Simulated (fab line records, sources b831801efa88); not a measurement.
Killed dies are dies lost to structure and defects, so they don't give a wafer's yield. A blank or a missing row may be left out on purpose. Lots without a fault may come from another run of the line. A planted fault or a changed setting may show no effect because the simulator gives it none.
Which tool did it? | flow gf180mcu | 6 lots, 18 wafers sampled, at 3 steps of a route of 602

WHAT THE GAUGES READ, wafer by wafer
GF_CONTACT_THK_MEAS_01.
lot  | measured     | on            | CONTACT_CVD_00_THK (nm)
L464 | day 15 18:15 | film_metro-03 | 303 302 302
L467 | day 16 18:25 | film_metro-04 | 299 300 302
L473 | day 18 23:31 | film_metro-03 | 290 293 293
L480 | day 21 07:51 | film_metro-01 | 237 239 298
L482 | day 22 09:11 | film_metro-01 | 299 240 297
L486 | day 23 08:00 | film_metro-03 | 294 296 293

WHICH TOOL RAN EACH LOT (tool, then ch and the chambers of the sampled wafers, then the start)
lot  | GF_SALICIDE_SPUTTER_02       | GF_CONTACT_CVD_00
L464 | pvd_sputter-01, day 15 17:41 | hdpcvd-01 ch 1,2, day 15 18:12
L467 | pvd_sputter-02, day 16 17:50 | hdpcvd-01 ch 0,1,2, day 16 18:22
L473 | pvd_sputter-02, day 18 18:32 | hdpcvd-02 ch 0,2, day 18 23:28
L480 | pvd_sputter-01, day 21 07:10 | hdpcvd-02 ch 0,1, day 21 07:47
L482 | pvd_sputter-04, day 22 08:37 | hdpcvd-02 ch 0,2, day 22 09:08
L486 | pvd_sputter-01, day 23 07:26 | hdpcvd-01 ch 0,1, day 23 07:57
- GF_SALICIDE_SPUTTER_02: material Co, target thk 10 nm, time 20 s.
- GF_CONTACT_CVD_00: deposits SiO2, target thk 300 nm, time 50 s.

THE ANSWER, worked out from the rows above alone
Rule: what is usual is taken from the lots themselves. Put in order of their means at a reading, lots are off if they are a third of the lots or fewer, leave a main group of 4 or more, and stand apart from it by a gap of 3 or more times the standard deviation of the main group's means; of several such gaps the widest counts. A main group whose means are all the same, to the digits that the tables above print for the reading, isn't used. A lot without any number at a reading at which 4 lots or more have one is off too. The other lots that the step has rows for count as sound.
Off: L480, L482, at GF_CONTACT_THK_MEAS_01 (CONTACT_CVD_00_THK). The main group: mean 297 nm, standard deviation 4.2.
A tool fits if, at a process step before that reading, it ran every lot that is off, and no sound lot after the first of them. The gauges at GF_CONTACT_THK_MEAS_01 are tried like those tools. Can't be told from this: 2 tools fit, hdpcvd-02 at GF_CONTACT_CVD_00, film_metro-01 at GF_CONTACT_THK_MEAS_01.

WHAT THE SIMULATOR HAD PUT IN
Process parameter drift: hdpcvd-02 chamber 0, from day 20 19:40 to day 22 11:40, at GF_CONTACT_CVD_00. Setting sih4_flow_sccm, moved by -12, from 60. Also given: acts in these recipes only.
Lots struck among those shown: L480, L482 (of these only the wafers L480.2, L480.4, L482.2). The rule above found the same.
